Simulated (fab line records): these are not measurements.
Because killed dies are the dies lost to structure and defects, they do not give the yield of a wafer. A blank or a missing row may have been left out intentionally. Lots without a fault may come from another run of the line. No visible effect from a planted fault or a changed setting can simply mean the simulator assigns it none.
fab line records	flow gf180mcu	part 1 of 2: steps 1 to 25 of 33
record lots=5	wafers=15	last_day=33
route steps=602 shown V4@482 MIM@503
lots that met no fault: taken from a fault-free run of the same line
start_h: hours from the record's opening day to when the first of the lot's shown wafers began	wait_h: time in hours since the lot's previous step	" the same as in the row above	L1.1+2: a single row standing in for several wafers	- no value, or no start was given	* or withheld: withheld	< > ~ a bound
route shown NAME@n: names a module that has steps shown in the file, with the first one's number in the route	usual: mean/standard deviation of fault-free wafers	same: alike in all rows	chamber/n: place in a boat	sites: readings site by site	_std_site: the standard deviation of these	_edge_site: inner sites' mean taken away from outer sites' mean	radius_mm: for every site, how far away it sits from the centre of the wafer	mask NAME#n: copy n	behind: the tool/chamber that last shaped the wafer	hold: what put the lot on hold/how long, in hours/how the hold closed	device: the transistor (n, p or np) that didn't switch	end of line: the route-end tests of the same wafers	for a step that has no rows: nothing shown but its recipe	killed: count of dies lost to structure and defects at first sort (not the wafer's yield)	map: per-die view of a wafer (x killed, . not killed, _ where there is no die)
set.NAME: the setting that was run; set.NAME@STEP: the one run at that earlier step	model.NAME: the simulator's own value behind a step, which no gauge read
lots at selected steps of the route; one table per step, one row per wafer
services: a tool's chamber out of use, with start hour (start_h, from the record's first day; less than 0 if before it), hours out, and reason
## steps
# step GF_V4_DEHYDRATE_06
# recipe temp_c=200	time_s=60
# usual exhaust_pa=45.1/0.88
lot.wafer	tool	chamber	start_h	wait_h	exhaust_pa
L075.2	litho_track-03	0	560.29	10.0	44.7
L075.3	"	0	"	"	45.6
L075.6	"	0	"	"	44.3
L076.1	litho_track-04	0	563.87	8.6	44.6
L076.3	"	0	"	"	43.2
L076.4	"	0	"	"	44.5
L078.1	litho_track-03	0	582.76	10.2	46.2
L078.2	"	0	"	"	45.5
L078.4	"	0	"	"	45.6
L083.3	litho_track-01	0	619.32	9.0	45.2
L083.4	"	0	"	"	45.4
L083.6	"	0	"	"	45.1
L092.1	litho_track-04	0	687.42	9.1	46.0
L092.3	"	0	"	"	45.0
L092.6	"	0	"	"	45.3
# step GF_V4_HMDS_07
# recipe prime_time_s=60	prime_temp_c=120
# usual exhaust_pa=44.9/0.88
lot.wafer	tool	chamber	start_h	wait_h	exhaust_pa
L075.2	litho_track-03	0	560.44	0.1	43.6
L075.3	"	0	"	"	45.8
L075.6	"	0	"	"	45.0
L076.1	litho_track-04	0	564.02	0.1	43.6
L076.3	"	0	"	"	44.4
L076.4	"	0	"	"	43.4
L078.1	litho_track-03	0	582.91	0.1	45.0
L078.2	"	0	"	"	43.8
L078.4	"	0	"	"	44.6
L083.3	litho_track-01	0	619.47	0.1	45.5
L083.4	"	0	"	"	45.5
L083.6	"	0	"	"	44.7
L092.1	litho_track-04	0	687.57	0.1	46.0
L092.3	"	0	"	"	45.4
L092.6	"	0	"	"	45.2
# step GF_V4_COAT_08
# recipe resist=BARC	temp_c=withheld	time_s=withheld	spin_rpm=withheld	resist_thk_nm=withheld
# usual exhaust_pa=45.2/0.82
lot.wafer	tool	chamber	start_h	wait_h	exhaust_pa
L075.2	litho_track-03	0	560.59	0.1	45.2
L075.3	"	0	"	"	45.8
L075.6	"	0	"	"	45.3
L076.1	litho_track-04	0	564.17	0.1	46.8
L076.3	"	0	"	"	45.5
L076.4	"	0	"	"	46.2
L078.1	litho_track-03	0	583.06	0.1	47.7
L078.2	"	0	"	"	46.6
L078.4	"	0	"	"	45.6
L083.3	litho_track-01	0	619.62	0.1	44.6
L083.4	"	0	"	"	44.1
L083.6	"	0	"	"	45.4
L092.1	litho_track-04	0	687.72	0.1	46.3
L092.3	"	0	"	"	46.7
L092.6	"	0	"	"	46.3
# step GF_V4_COAT_09
# recipe resist=KrF	spin_rpm=withheld	resist_thk_nm=1000
# usual exhaust_pa=45.0/0.92
lot.wafer	tool	chamber	start_h	wait_h	exhaust_pa
L075.2	litho_track-03	0	-	-	43.6
L075.3	"	0	"	"	42.3
L075.6	"	0	"	"	44.3
L076.1	litho_track-04	0	-	-	45.7
L076.3	"	0	"	"	45.7
L076.4	"	0	"	"	45.2
L078.1	litho_track-03	0	-	-	45.4
L078.2	"	0	"	"	46.6
L078.4	"	0	"	"	45.3
L083.3	litho_track-01	0	-	-	45.0
L083.4	"	0	"	"	45.1
L083.6	"	0	"	"	45.4
L092.1	litho_track-04	0	-	-	44.7
L092.3	"	0	"	"	44.5
L092.6	"	0	"	"	45.6
# step GF_V4_SOFTBAKE_10
# recipe temp_c=130	time_s=60	resist=KrF
# usual exhaust_pa=44.9/0.92
lot.wafer	tool	chamber	start_h	wait_h	exhaust_pa
L075.2	litho_track-03	0	-	-	46.9
L075.3	"	0	"	"	46.0
L075.6	"	0	"	"	45.4
L076.1	litho_track-04	0	-	-	43.9
L076.3	"	0	"	"	43.6
L076.4	"	0	"	"	43.9
L078.1	litho_track-03	0	-	-	47.6
L078.2	"	0	"	"	46.7
L078.4	"	0	"	"	45.6
L083.3	litho_track-01	0	-	-	43.6
L083.4	"	0	"	"	44.6
L083.6	"	0	"	"	44.7
L092.1	litho_track-04	0	-	-	46.3
L092.3	"	0	"	"	45.0
L092.6	"	0	"	"	46.8
# step GF_V4_EXPOSE_11
# recipe mask_id=Via4	target_cd_nm=260	na=0.68	source_shape=conventional	sigma_outer=0.6	dose_mj=38
lot.wafer	tool	chamber	start_h	wait_h	mask
L075.2+3+6	krf_scanner-01	0	-	-	Via4#0
L076.1+3+4	krf_scanner-01	0	-	-	Via4#0
L078.1+2+4	krf_scanner-01	0	-	-	Via4#0
L083.3+4+6	krf_scanner-02	0	-	-	Via4#0
L092.1+3+6	krf_scanner-02	0	-	-	Via4#0
# step GF_V4_PEB_12
# recipe peb_temp_c=135	peb_time_s=90	resist=KrF
# usual exhaust_pa=45.0/0.85
# same peb_time_s=90
lot.wafer	tool	chamber	start_h	wait_h	exhaust_pa
L075.2	litho_track-04	0	-	-	45.9
L075.3	"	0	"	"	46.4
L075.6	"	0	"	"	46.1
L076.1	litho_track-01	0	-	-	43.6
L076.3	"	0	"	"	43.9
L076.4	"	0	"	"	45.2
L078.1	litho_track-04	0	-	-	44.6
L078.2	"	0	"	"	46.3
L078.4	"	0	"	"	46.2
L083.3	litho_track-01	0	-	-	44.1
L083.4	"	0	"	"	45.8
L083.6	"	0	"	"	44.9
L092.1	litho_track-04	0	-	-	46.9
L092.3	"	0	"	"	44.9
L092.6	"	0	"	"	44.4
# step GF_V4_DEVELOP_13
# recipe develop_time_s=60	resist=KrF	dev_temp_c=21
# usual exhaust_pa=45.2/0.71
lot.wafer	tool	chamber	start_h	wait_h	exhaust_pa
L075.2	litho_track-04	0	571.00	0.2	44.9
L075.3	"	0	"	"	44.5
L075.6	"	0	"	"	43.6
L076.1	litho_track-01	0	574.37	0.2	45.9
L076.3	"	0	"	"	44.9
L076.4	"	0	"	"	44.5
L078.1	litho_track-04	0	593.62	0.2	45.1
L078.2	"	0	"	"	45.1
L078.4	"	0	"	"	44.8
L083.3	litho_track-01	0	630.47	0.1	46.2
L083.4	"	0	"	"	46.0
L083.6	"	0	"	"	45.3
L092.1	litho_track-04	0	697.62	0.2	45.7
L092.3	"	0	"	"	46.4
L092.6	"	0	"	"	44.7
# step GF_V4_CD_MEAS_14
# recipe target_cd_nm=260
# usual cd_nm=260.3/0.99
lot.wafer	tool	chamber	start_h	wait_h	cd_nm
L075.2	cd_sem-01	-	571.14	0.1	259.0
L075.3	"	-	"	"	260.8
L075.6	"	-	"	"	259.1
L076.1	cd_sem-01	-	574.52	0.1	260.0
L076.3	"	-	"	"	257.9
L076.4	"	-	"	"	259.0
L078.1	cd_sem-02	-	593.77	0.1	259.9
L078.2	"	-	"	"	261.6
L078.4	"	-	"	"	260.8
L083.3	cd_sem-01	-	630.61	0.1	260.3
L083.4	"	-	"	"	259.3
L083.6	"	-	"	"	260.2
L092.1	cd_sem-02	-	697.77	0.1	260.4
L092.3	"	-	"	"	260.8
L092.6	"	-	"	"	259.7
# step GF_V4_OVL_MEAS_15
# usual V4_OVL=1/5.7
lot.wafer	tool	chamber	start_h	wait_h	V4_OVL[nm]
L075.2	overlay-01	-	571.25	0.1	2
L075.3	"	-	"	"	4
L075.6	"	-	"	"	8
L076.1	overlay-02	-	574.64	0.1	-3
L076.3	"	-	"	"	0
L076.4	"	-	"	"	1
L078.1	overlay-02	-	593.89	0.1	-1
L078.2	"	-	"	"	6
L078.4	"	-	"	"	7
L083.3	overlay-02	-	630.70	0.1	2
L083.4	"	-	"	"	5
L083.6	"	-	"	"	8
L092.1	overlay-01	-	697.89	0.1	1
L092.3	"	-	"	"	1
L092.6	"	-	"	"	8
# step GF_V4_ETCH_16
# recipe chemistry=N2/H2	target_depth_a=withheld	overetch_a=withheld	time_s=withheld	target=BARC	ion_energy_ev=200	source_w=500	bias_w=100	pressure_mtorr=30	n2_flow_sccm=100	h2_flow_sccm=200
# usual drypump_motor_current_A=5.7/0.45	oes_product_au=0.854/0.0051	throttle_valve_pct=13.223/0.0083
lot.wafer	tool	chamber	start_h	wait_h	drypump_motor_current_A	oes_product_au	throttle_valve_pct
L075.2	rie_diel-03	2	571.28	0.0	6.0	0.852	13.218
L075.3	"	3	"	"	5.9	0.855	13.220
L075.6	"	1	"	"	5.1	0.853	13.229
L076.1	rie_diel-04	3	574.68	0.0	5.1	0.849	13.217
L076.3	"	2	"	"	5.1	0.845	13.229
L076.4	"	0	"	"	5.3	0.848	13.238
L078.1	rie_diel-04	2	593.93	0.0	5.1	0.852	13.214
L078.2	"	0	"	"	5.4	0.856	13.215
L078.4	"	1	"	"	5.8	0.848	13.230
L083.3	rie_diel-02	3	630.73	0.0	6.0	0.852	13.227
L083.4	"	3	"	"	6.1	0.854	13.229
L083.6	"	0	"	"	5.8	0.857	13.233
L092.1	rie_diel-03	0	697.93	0.0	5.6	0.863	13.232
L092.3	"	1	"	"	5.1	0.853	13.238
L092.6	"	1	"	"	5.1	0.851	13.216
# step GF_V4_ETCH_17
# recipe chemistry=C4F8/O2/Ar	mask_material=KrF	target=SiO2	stop_on=TiN	source_w=1500	bias_w=1200	pressure_mtorr=40	c4f8_flow_sccm=withheld	O2_flow_sccm=6	Ar_flow_sccm=300	time_s=withheld	target_depth_a=6300
# usual oes_product_au=0.855/0.0048
lot.wafer	tool	chamber	start_h	wait_h	oes_product_au
L075.2	rie_diel-03	2	-	-	0.857
L075.3	"	3	"	"	0.861
L075.6	"	1	"	"	0.853
L076.1	rie_diel-04	3	-	-	0.861
L076.3	"	2	"	"	0.857
L076.4	"	0	"	"	0.851
L078.1	rie_diel-04	2	-	-	0.857
L078.2	"	0	"	"	0.856
L078.4	"	1	"	"	0.839
L083.3	rie_diel-02	3	-	-	0.858
L083.4	"	3	"	"	0.851
L083.6	"	0	"	"	0.855
L092.1	rie_diel-03	0	-	-	0.843
L092.3	"	1	"	"	0.858
L092.6	"	1	"	"	0.846
# step GF_V4_STRIP_18
# recipe chemistry=O2/N2	power_w=1400	pressure_mtorr=1500	platen_temp_c=250	o2_flow_sccm=3000	n2_flow_sccm=300	overash_fraction=0.5
# usual drypump_motor_current_A=5.8/0.5	heater_power_w=324/20	oes_product_au=0.594/0.0042
lot.wafer	tool	chamber	start_h	wait_h	drypump_motor_current_A	heater_power_w	oes_product_au	rf_hours_counter_h
L075.2	plasma_asher-03	0	571.41	-	6.3	303	0.586	79
L075.3	"	1	"	"	6.0	349	0.593	-
L075.6	"	0	"	"	6.3	304	0.596	-
L076.1	plasma_asher-04	1	574.81	-	5.1	321	0.591	17
L076.3	"	0	"	"	5.6	340	0.595	-
L076.4	"	1	"	"	5.0	328	0.596	-
L078.1	plasma_asher-04	1	594.06	-	5.1	328	0.596	19
L078.2	"	0	"	"	5.6	335	0.590	19
L078.4	"	1	"	"	5.1	327	0.585	-
L083.3	plasma_asher-04	0	630.89	-	5.6	322	0.600	-
L083.4	"	1	"	"	5.0	321	0.596	-
L083.6	"	1	"	"	5.0	333	0.592	-
L092.1	plasma_asher-04	1	698.06	-	5.0	333	0.601	30
L092.3	"	0	"	"	5.6	331	0.595	-
L092.6	"	1	"	"	5.1	324	0.601	-
# step GF_V4_STRIP_19
# recipe chemistry=post_etch_residue_remover	time_s=1200	temp_c=72.5
lot.wafer	tool	chamber	start_h	wait_h
L075.2+3+6	wet_bench-02	3	571.51	0.1
L076.1+3+4	wet_bench-03	0	574.91	0.1
L078.1+2+4	wet_bench-01	3	594.16	0.1
L083.3+4+6	wet_bench-02	0	630.96	0.0
L092.1+3+6	wet_bench-03	1	698.16	0.1
# step GF_V4_CLEAN_20
# recipe chemistry=DIW	dry=n2_spin
lot.wafer	tool	chamber	start_h	wait_h
L075.2+3+6	wet_bench-01	3	571.92	0.1
L076.1+3+4	wet_bench-01	0	575.25	0.0
L078.1+2+4	wet_bench-01	3	594.84	0.0
L083.3+4+6	wet_bench-03	2	631.30	0.0
L092.1+3+6	wet_bench-01	2	698.50	0.0
# step GF_V4_SPUTTER_21
# recipe material=Ti	target_thk_nm=15	chamber_pressure_pa=5	power_w=2500	substrate_temp_c=200	time_s=80.02
# usual chamber_pressure_pa=5.000/0.011	throttle_valve_pct=29.9/1.2
lot.wafer	tool	chamber	start_h	wait_h	chamber_pressure_pa	throttle_valve_pct
L075.2	pvd_sputter-01	-	572.01	0.0	4.983	29.5
L075.3	"	-	"	"	4.987	30.7
L075.6	"	-	"	"	4.996	30.4
L076.1	pvd_sputter-04	-	575.34	0.0	4.988	31.7
L076.3	"	-	"	"	4.992	30.3
L076.4	"	-	"	"	4.991	29.8
L078.1	pvd_sputter-01	-	595.02	0.0	4.988	28.2
L078.2	"	-	"	"	5.002	30.2
L078.4	"	-	"	"	4.994	29.5
L083.3	pvd_sputter-03	-	631.40	0.0	5.016	30.2
L083.4	"	-	"	"	4.993	30.4
L083.6	"	-	"	"	5.011	30.2
L092.1	pvd_sputter-03	-	698.59	0.0	4.991	30.3
L092.3	"	-	"	"	5.005	29.9
L092.6	"	-	"	"	5.009	29.5
# step GF_V4_SPUTTER_22
# recipe material=TiN	target_thk_nm=10	chamber_pressure_pa=5	power_w=4000	time_s=40
# usual chamber_pressure_pa=5.001/0.0098	throttle_valve_pct=29.9/1.2
lot.wafer	tool	chamber	start_h	wait_h	chamber_pressure_pa	throttle_valve_pct
L075.2	pvd_sputter-01	-	572.07	0.0	5.002	29.4
L075.3	"	-	"	"	5.004	30.5
L075.6	"	-	"	"	4.987	30.5
L076.1	pvd_sputter-04	-	575.40	0.0	5.010	31.5
L076.3	"	-	"	"	4.991	30.5
L076.4	"	-	"	"	5.009	29.7
L078.1	pvd_sputter-01	-	595.09	0.0	5.011	28.3
L078.2	"	-	"	"	4.991	30.5
L078.4	"	-	"	"	5.005	29.8
L083.3	pvd_sputter-03	-	631.46	0.0	5.002	30.5
L083.4	"	-	"	"	4.991	30.4
L083.6	"	-	"	"	5.019	30.7
L092.1	pvd_sputter-03	-	698.65	0.0	5.016	30.4
L092.3	"	-	"	"	4.993	29.7
L092.6	"	-	"	"	4.994	29.8
# step GF_V4_CVD_23
# recipe material=W	target_thk_nm=350	time_s=104.9	temp_c=400	pressure_torr=40
# usual heater_power_w=893/71	susceptor_temp_C=400.01/0.24
lot.wafer	tool	chamber	start_h	wait_h	heater_power_w	susceptor_temp_C
L075.2	cvd_w-02	0	572.11	0.0	893	400.09
L075.3	"	1	"	"	872	400.10
L075.6	"	1	"	"	860	399.98
L076.1	cvd_w-01	0	575.44	0.0	984	400.40
L076.3	"	0	"	"	986	400.07
L076.4	"	1	"	"	811	399.56
L078.1	cvd_w-01	1	595.12	0.0	795	400.01
L078.2	"	0	"	"	1002	400.12
L078.4	"	0	"	"	1014	400.10
L083.3	cvd_w-01	1	631.53	0.1	808	400.19
L083.4	"	0	"	"	1002	399.82
L083.6	"	0	"	"	994	399.85
L092.1	cvd_w-01	0	698.69	0.0	1033	400.60
L092.3	"	0	"	"	976	400.19
L092.6	"	0	"	"	968	400.19
# step GF_V4_RS_MEAS_24
# recipe thk_meas_gauge=four-point-probe	reads=W_of_V4_CVD_23+TiN_of_V4_SPUTTER_22+Ti_of_V4_SPUTTER_21
# usual V4_W_RS=0.329/0.0038
lot.wafer	tool	chamber	start_h	wait_h	V4_W_RS[ohm/sq]
L075.2	film_metro-04	-	572.25	0.1	0.333
L075.3	"	-	"	"	0.329
L075.6	"	-	"	"	0.334
L076.1	film_metro-02	-	575.55	0.1	0.324
L076.3	"	-	"	"	0.325
L076.4	"	-	"	"	0.327
L078.1	film_metro-01	-	595.24	0.1	0.332
L078.2	"	-	"	"	0.328
L078.4	"	-	"	"	0.327
L083.3	film_metro-04	-	631.65	0.1	0.330
L083.4	"	-	"	"	0.326
L083.6	"	-	"	"	0.322
L092.1	film_metro-01	-	698.80	0.1	0.329
L092.3	"	-	"	"	0.331
L092.6	"	-	"	"	0.330
# step GF_V4_THK_MEAS_25
# recipe thk_meas_gauge=xrf	reads=W_of_V4_CVD_23
# usual V4_W_THK=351/5.6
lot.wafer	tool	chamber	start_h	wait_h	V4_W_THK[nm]
L075.2	film_metro-04	-	572.36	0.1	349
L075.3	"	-	"	"	350
L075.6	"	-	"	"	343
L076.1	film_metro-02	-	575.67	0.1	355
L076.3	"	-	"	"	354
L076.4	"	-	"	"	349
L078.1	film_metro-01	-	595.36	0.1	356
L078.2	"	-	"	"	361
L078.4	"	-	"	"	361
L083.3	film_metro-04	-	631.75	0.1	351
L083.4	"	-	"	"	356
L083.6	"	-	"	"	361
L092.1	film_metro-01	-	698.92	0.1	353
L092.3	"	-	"	"	350
L092.6	"	-	"	"	349
# step GF_V4_CMP_26
# recipe stop_on=SiO2	down_force_psi=3.5	platen_rpm=60.47	t_overpolish_s=15	target_thk_nm=0	pad_velocity_m_s=0.94248
# usual motor_current_A=11.6/0.98	overpolish_run_s=15.000/0.01	time_to_endpoint_s=82/3.2
lot.wafer	tool	chamber	start_h	wait_h	motor_current_A	overpolish_run_s	time_to_endpoint_s
L075.3	cmp-01	1	572.58	0.2	11.0	15.015	78
L075.2	"	3	"	"	12.5	15.001	73
L075.6	"	1	"	"	10.6	14.991	76
L076.1	cmp-01	1	575.83	0.2	10.2	14.993	79
L076.3	"	3	"	"	12.1	14.990	78
L076.4	"	0	"	"	10.1	15.001	80
L078.1	cmp-02	0	595.47	0.1	11.0	14.983	75
L078.2	"	1	"	"	13.3	15.011	83
L078.4	"	2	"	"	11.9	15.010	84
L083.3	cmp-02	0	631.79	0.0	10.8	14.997	79
L083.4	"	1	"	"	12.6	15.000	81
L083.6	"	0	"	"	11.6	15.014	77
L092.1	cmp-01	1	699.03	0.1	10.3	15.015	84
L092.3	"	2	"	"	12.1	14.993	81
L092.6	"	0	"	"	9.9	15.012	87
# step GF_MIM_SPUTTER_00
# recipe material=Ti	target_thk_nm=37.5	arriving_ion_energy_ev=80	substrate_temp_c=200	chamber_pressure_pa=2	power_w=4000	time_s=150
# usual chamber_pressure_pa=2.000/0.0041	throttle_valve_pct=30.2/1.5
lot.wafer	tool	chamber	start_h	wait_h	chamber_pressure_pa	throttle_valve_pct
L075.2	pvd_sputter-04	-	572.83	0.1	2.006	31.8
L075.3	"	-	"	"	1.997	29.5
L075.6	"	-	"	"	2.001	31.8
L076.1	pvd_sputter-02	-	576.13	0.2	2.006	31.6
L076.3	"	-	"	"	2.007	27.0
L076.4	"	-	"	"	2.000	30.6
L078.1	pvd_sputter-04	-	595.72	0.2	1.999	31.7
L078.2	"	-	"	"	1.994	30.3
L078.4	"	-	"	"	2.003	29.6
L083.3	pvd_sputter-04	-	632.09	0.2	1.998	29.9
L083.4	"	-	"	"	2.003	31.5
L083.6	"	-	"	"	1.999	31.5
L092.1	pvd_sputter-01	-	699.28	0.2	2.003	28.3
L092.3	"	-	"	"	1.998	29.8
L092.6	"	-	"	"	1.999	30.4
# step GF_MIM_SPUTTER_01
# recipe material=TiN	target_thk_nm=30	power_w=6500	time_s=25	chamber_pressure_pa=0.4
# usual chamber_pressure_pa=0.4000/0.00074	throttle_valve_pct=30.2/1.5
lot.wafer	tool	chamber	start_h	wait_h	chamber_pressure_pa	throttle_valve_pct
L075.2	pvd_sputter-04	-	572.93	0.1	0.3999	32.0
L075.3	"	-	"	"	0.4003	29.7
L075.6	"	-	"	"	0.4004	31.8
L076.1	pvd_sputter-02	-	576.23	0.1	0.4004	31.3
L076.3	"	-	"	"	0.4001	26.8
L076.4	"	-	"	"	0.4000	30.7
L078.1	pvd_sputter-04	-	595.82	0.1	0.4002	31.3
L078.2	"	-	"	"	0.3997	30.5
L078.4	"	-	"	"	0.3990	29.8
L083.3	pvd_sputter-04	-	632.19	0.1	0.3998	29.8
L083.4	"	-	"	"	0.4013	31.5
L083.6	"	-	"	"	0.4009	31.7
L092.1	pvd_sputter-01	-	699.38	0.1	0.3992	28.2
L092.3	"	-	"	"	0.4002	29.6
L092.6	"	-	"	"	0.3990	30.3
# step GF_MIM_SPUTTER_02
# recipe material=AlCu	target_thk_nm=450	power_w=10600	time_s=23.9	chamber_pressure_pa=0.4
# usual chamber_pressure_pa=0.3999/0.00092	throttle_valve_pct=30.2/1.5
lot.wafer	tool	chamber	start_h	wait_h	chamber_pressure_pa	throttle_valve_pct
L075.2	pvd_sputter-04	-	572.96	0.0	0.3997	32.1
L075.3	"	-	"	"	0.4003	29.6
L075.6	"	-	"	"	0.3988	31.6
L076.1	pvd_sputter-02	-	576.26	0.0	0.4000	31.2
L076.3	"	-	"	"	0.4005	26.7
L076.4	"	-	"	"	0.4013	30.6
L078.1	pvd_sputter-04	-	595.85	0.0	0.3993	31.5
L078.2	"	-	"	"	0.3980	30.4
L078.4	"	-	"	"	0.4011	29.5
L083.3	pvd_sputter-04	-	632.22	0.0	0.3999	29.9
L083.4	"	-	"	"	0.4003	31.7
L083.6	"	-	"	"	0.4004	31.7
L092.1	pvd_sputter-01	-	699.41	0.0	0.3992	28.5
L092.3	"	-	"	"	0.3997	29.8
L092.6	"	-	"	"	0.3997	30.4
# step GF_MIM_SPUTTER_03
# recipe material=Ti	target_thk_nm=10	substrate_temp_c=300	chamber_pressure_pa=0.3	power_w=3000	time_s=6.7
# usual chamber_pressure_pa=0.3000/0.00058	throttle_valve_pct=30.2/1.5
lot.wafer	tool	chamber	start_h	wait_h	chamber_pressure_pa	throttle_valve_pct
L075.2	pvd_sputter-04	-	572.99	0.0	0.2999	31.7
L075.3	"	-	"	"	0.3008	29.8
L075.6	"	-	"	"	0.3004	31.9
L076.1	pvd_sputter-02	-	576.29	0.0	0.3002	31.1
L076.3	"	-	"	"	0.2986	27.1
L076.4	"	-	"	"	0.2996	30.4
L078.1	pvd_sputter-04	-	595.88	0.0	0.3000	31.7
L078.2	"	-	"	"	0.3006	30.5
L078.4	"	-	"	"	0.2998	29.6
L083.3	pvd_sputter-04	-	632.25	0.0	0.3000	29.7
L083.4	"	-	"	"	0.2999	31.1
L083.6	"	-	"	"	0.2994	31.5
L092.1	pvd_sputter-01	-	699.44	0.0	0.3007	28.3
L092.3	"	-	"	"	0.2998	29.6
L092.6	"	-	"	"	0.3005	30.7
